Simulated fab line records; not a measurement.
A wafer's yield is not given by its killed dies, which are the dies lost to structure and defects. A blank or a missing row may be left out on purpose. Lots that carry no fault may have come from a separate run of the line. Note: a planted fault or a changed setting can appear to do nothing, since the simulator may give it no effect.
The tool behind it: which one? / flow sky130 / Sampling: 10 lots, 30 wafers, 4 of 708 route steps

== WHAT THE GAUGES READ, wafer by wafer ==
SKY_VIA2_RS_MEAS_22: measures by four-point-probe. Usual: VIA2_W_RS typically reads 0.271 ohm/sq, with standard deviation 0.0054.
lot=L469; measured=day 37 04:14; on=film-metro-02; VIA2_W_RS (ohm/sq)=0.264 0.263 0.271; flag=
lot=L472; measured=day 38 01:01; on=film-metro-01; VIA2_W_RS (ohm/sq)=0.278 0.281 0.273; flag=
lot=L473; measured=day 38 14:34; on=film-metro-04; VIA2_W_RS (ohm/sq)=0.268 0.265 0.274; flag=
lot=L475; measured=day 39 11:19; on=film-metro-04; VIA2_W_RS (ohm/sq)=0.274 0.263 0.274; flag=
lot=L476; measured=day 39 18:28; on=film-metro-02; VIA2_W_RS (ohm/sq)=0.267 0.266 0.274; flag=
lot=L478; measured=day 39 22:55; on=film-metro-02; VIA2_W_RS (ohm/sq)=0.266 0.275 0.270; flag=
lot=L483; measured=day 41 14:41; on=film-metro-04; VIA2_W_RS (ohm/sq)=0.282 0.281 0.276; flag=
lot=L484; measured=day 41 19:12; on=film-metro-02; VIA2_W_RS (ohm/sq)=0.266 0.279 0.277; flag=
lot=L485; measured=day 42 04:02; on=film-metro-04; VIA2_W_RS (ohm/sq)=0.266 0.265 0.276; flag=
lot=L489; measured=day 43 03:44; on=film-metro-04; VIA2_W_RS (ohm/sq)=0.267 0.265 0.274; flag=

SKY_VIA3_OVL_MEAS_13. Usual: VIA3_OVL typically reads -4 nm, with standard deviation 3.9.
lot=L469; measured=day 40 08:23; on=overlay-01; VIA3_OVL (nm)=-3 -5 6; flag=
lot=L472; measured=day 41 07:11; on=overlay-02; VIA3_OVL (nm)=-6 -10 -5; flag=
lot=L473; measured=day 41 18:48; on=overlay-01; VIA3_OVL (nm)=-2 1 -5; flag=
lot=L475; measured=day 42 12:32; on=overlay-01; VIA3_OVL (nm)=-5 -6 -3; flag=
lot=L476; measured=day 43 01:37; on=overlay-01; VIA3_OVL (nm)=-7 -1 -7; flag=
lot=L478; measured=day 43 03:29; on=overlay-02; VIA3_OVL (nm)=-1 -10 -4; flag=
lot=L483; measured=day 44 14:36; on=overlay-01; VIA3_OVL (nm)=-1 -6 -4; flag=
lot=L484; measured=day 44 18:49; on=overlay-02; VIA3_OVL (nm)=-5 -3 -2; flag=
lot=L485; measured=day 45 03:12; on=overlay-01; VIA3_OVL (nm)=-2 -6 -5; flag=
lot=L489; measured=day 46 00:04; on=overlay-02; VIA3_OVL (nm)=-6 -10 -15; flag=

== TOOL THAT RAN EACH LOT (tool first, then ch and the chambers of the sampled wafers, then the start) ==
lot=L469; SKY_METAL3_METAL_ETCH_18=rie-metal-03 ch 0,1, day 39 08:15; SKY_METAL3_STRIP_19=plasma-asher-03 ch 0,1, day 39 08:25
lot=L472; SKY_METAL3_METAL_ETCH_18=rie-metal-04 ch 0,1, day 40 04:19; SKY_METAL3_STRIP_19=plasma-asher-03 ch 0,1, day 40 04:29
lot=L473; SKY_METAL3_METAL_ETCH_18=rie-metal-03 ch 0,1, day 40 16:51; SKY_METAL3_STRIP_19=plasma-asher-01 ch 0,1, day 40 17:01
lot=L475; SKY_METAL3_METAL_ETCH_18=rie-metal-03 ch 0,1, day 41 10:51; SKY_METAL3_STRIP_19=plasma-asher-01 ch 0,1, day 41 11:00
lot=L476; SKY_METAL3_METAL_ETCH_18=rie-metal-04 ch 0,1, day 42 00:48; SKY_METAL3_STRIP_19=plasma-asher-03 ch 0,1, day 42 00:58
lot=L478; SKY_METAL3_METAL_ETCH_18=rie-metal-03 ch 0,1, day 42 02:42; SKY_METAL3_STRIP_19=plasma-asher-02 ch 0,1, day 42 02:52
lot=L483; SKY_METAL3_METAL_ETCH_18=rie-metal-04 ch 0,1, day 43 14:34; SKY_METAL3_STRIP_19=plasma-asher-03 ch 0,1, day 43 14:43
lot=L484; SKY_METAL3_METAL_ETCH_18=rie-metal-03 ch 0,1, day 43 18:56; SKY_METAL3_STRIP_19=plasma-asher-02 ch 0,1, day 43 19:07
lot=L485; SKY_METAL3_METAL_ETCH_18=rie-metal-04 ch 0,1, day 44 03:38; SKY_METAL3_STRIP_19=plasma-asher-03 ch 0,1, day 44 03:49
lot=L489; SKY_METAL3_METAL_ETCH_18=rie-metal-02 ch 0,1, day 45 01:56; SKY_METAL3_STRIP_19=plasma-asher-01 ch 0,1, day 45 02:07
- SKY_METAL3_METAL_ETCH_18: etches the open film in Cl2/BCl3, stops on SiO2, target depth 845 nm, time 183.1 s.
- SKY_METAL3_STRIP_19: strips in O2/N2.

== WHAT THE TOOLS THEMSELVES READ (means of the sampled wafers that have a number; where no wafer has one, the mark that the record gives instead) ==
SKY_METAL3_METAL_ETCH_18. Usual: bias-w 48.47 W, standard deviation 0.15; chamber-pressure-mTorr 9.999 mTorr, standard deviation 0.0091; drypump-motor-current-A 5.8 A, standard deviation 0.39; he-backside-leak-sccm 3.41 sccm, standard deviation 0.18; oes-product-au 0.868 a.u., standard deviation 0.0066; throttle-valve-pct 22.264 %, standard deviation 0.0088.
lot=L469; tool=rie-metal-03; bias-w (W)=48.53; chamber-pressure-mTorr (mTorr)=10.008; drypump-motor-current-A (A)=6.0; he-backside-leak-sccm (sccm)=3.42; oes-product-au (a.u.)=0.866; throttle-valve-pct (%)=22.267; flag=
lot=L472; tool=rie-metal-04; bias-w (W)=48.55; chamber-pressure-mTorr (mTorr)=10.000; drypump-motor-current-A (A)=5.5; he-backside-leak-sccm (sccm)=3.42; oes-product-au (a.u.)=0.868; throttle-valve-pct (%)=22.258; flag=
lot=L473; tool=rie-metal-03; bias-w (W)=48.52; chamber-pressure-mTorr (mTorr)=9.997; drypump-motor-current-A (A)=6.1; he-backside-leak-sccm (sccm)=3.31; oes-product-au (a.u.)=0.865; throttle-valve-pct (%)=22.265; flag=
lot=L475; tool=rie-metal-03; bias-w (W)=48.54; chamber-pressure-mTorr (mTorr)=9.999; drypump-motor-current-A (A)=5.9; he-backside-leak-sccm (sccm)=3.32; oes-product-au (a.u.)=0.865; throttle-valve-pct (%)=22.270; flag=
lot=L476; tool=rie-metal-04; bias-w (W)=48.38; chamber-pressure-mTorr (mTorr)=10.005; drypump-motor-current-A (A)=5.5; he-backside-leak-sccm (sccm)=3.37; oes-product-au (a.u.)=0.866; throttle-valve-pct (%)=22.259; flag=
lot=L478; tool=rie-metal-03; bias-w (W)=48.45; chamber-pressure-mTorr (mTorr)=9.997; drypump-motor-current-A (A)=5.9; he-backside-leak-sccm (sccm)=3.45; oes-product-au (a.u.)=0.873; throttle-valve-pct (%)=22.272; flag=
lot=L483; tool=rie-metal-04; bias-w (W)=50.96; chamber-pressure-mTorr (mTorr)=10.000; drypump-motor-current-A (A)=5.5; he-backside-leak-sccm (sccm)=3.36; oes-product-au (a.u.)=0.869; throttle-valve-pct (%)=22.256; flag=OFF
lot=L484; tool=rie-metal-03; bias-w (W)=48.59; chamber-pressure-mTorr (mTorr)=10.003; drypump-motor-current-A (A)=5.9; he-backside-leak-sccm (sccm)=3.37; oes-product-au (a.u.)=0.873; throttle-valve-pct (%)=22.261; flag=
lot=L485; tool=rie-metal-04; bias-w (W)=50.94; chamber-pressure-mTorr (mTorr)=9.996; drypump-motor-current-A (A)=5.4; he-backside-leak-sccm (sccm)=3.31; oes-product-au (a.u.)=0.874; throttle-valve-pct (%)=22.266; flag=OFF
lot=L489; tool=rie-metal-02; bias-w (W)=48.51; chamber-pressure-mTorr (mTorr)=10.004; drypump-motor-current-A (A)=5.9; he-backside-leak-sccm (sccm)=3.67; oes-product-au (a.u.)=0.864; throttle-valve-pct (%)=22.262; flag=

SKY_METAL3_STRIP_19. Usual: chamber-pressure-mTorr 1499.9 mTorr, standard deviation 1.6; drypump-motor-current-A 5.6 A, standard deviation 0.47; oes-product-au 0.500 a.u., standard deviation 0.0055; strip-time-to-endpoint-s 6.49 s, standard deviation 0.098.
lot=L469; tool=plasma-asher-03; chamber-pressure-mTorr (mTorr)=1499.6; drypump-motor-current-A (A)=5.9; oes-product-au (a.u.)=0.498; strip-time-to-endpoint-s (s)=6.41; flag=
lot=L472; tool=plasma-asher-03; chamber-pressure-mTorr (mTorr)=1500.9; drypump-motor-current-A (A)=6.1; oes-product-au (a.u.)=0.503; strip-time-to-endpoint-s (s)=6.57; flag=
lot=L473; tool=plasma-asher-01; chamber-pressure-mTorr (mTorr)=1499.7; drypump-motor-current-A (A)=5.7; oes-product-au (a.u.)=0.503; strip-time-to-endpoint-s (s)=6.59; flag=
lot=L475; tool=plasma-asher-01; chamber-pressure-mTorr (mTorr)=1500.1; drypump-motor-current-A (A)=5.5; oes-product-au (a.u.)=0.499; strip-time-to-endpoint-s (s)=6.45; flag=
lot=L476; tool=plasma-asher-03; chamber-pressure-mTorr (mTorr)=1500.6; drypump-motor-current-A (A)=5.8; oes-product-au (a.u.)=0.500; strip-time-to-endpoint-s (s)=6.59; flag=
lot=L478; tool=plasma-asher-02; chamber-pressure-mTorr (mTorr)=1499.8; drypump-motor-current-A (A)=5.1; oes-product-au (a.u.)=0.505; strip-time-to-endpoint-s (s)=6.59; flag=
lot=L483; tool=plasma-asher-03; chamber-pressure-mTorr (mTorr)=1500.3; drypump-motor-current-A (A)=6.1; oes-product-au (a.u.)=0.499; strip-time-to-endpoint-s (s)=6.49; flag=
lot=L484; tool=plasma-asher-02; chamber-pressure-mTorr (mTorr)=1499.7; drypump-motor-current-A (A)=5.0; oes-product-au (a.u.)=0.497; strip-time-to-endpoint-s (s)=6.52; flag=
lot=L485; tool=plasma-asher-03; chamber-pressure-mTorr (mTorr)=1499.3; drypump-motor-current-A (A)=6.1; oes-product-au (a.u.)=0.496; strip-time-to-endpoint-s (s)=6.40; flag=
lot=L489; tool=plasma-asher-01; chamber-pressure-mTorr (mTorr)=1499.4; drypump-motor-current-A (A)=5.6; oes-product-au (a.u.)=0.494; strip-time-to-endpoint-s (s)=6.38; flag=

== THE ANSWER, worked out from the rows above alone ==
Rule: a lot is off if the mean of its wafers that have a number lies more than 3 standard deviations from the usual mean. A lot without any number at a reading at which 4 lots or more have one is off too. Any other lot the step has rows for is counted as sound. Order of review: gauges by route order, followed by the tools' own readings, for which a lot's mean as printed above is used. At the first step where some lot is off, the reading lying furthest off is the one used; lots without a number count as furthest.
Off at SKY_METAL3_METAL_ETCH_18 (bias-w): L483, L485.
A tool fits if, at that step or a process step before it, it ran every lot that is off, and no sound lot after the first of them. One candidate fits, namely rie-metal-04 at SKY_METAL3_METAL_ETCH_18. Its last sound lot is L476 (day 42 00:48), its first lot that is off L483 (day 43 14:34): a fault that began between those two fits.
The tool's own readings at SKY_METAL3_METAL_ETCH_18 bear it out: on the lots that are off they differ by more than 5 times the standard deviation of the sound lots' means. bias-w reads 50.95 W there against 48.51 W on the sound lots.

== WHAT THE SIMULATOR PUT IN ==
rie-metal-04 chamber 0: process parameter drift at SKY_METAL3_METAL_ETCH_18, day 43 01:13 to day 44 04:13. Setting bias-w shifted by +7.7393 from 48.5. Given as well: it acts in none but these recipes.
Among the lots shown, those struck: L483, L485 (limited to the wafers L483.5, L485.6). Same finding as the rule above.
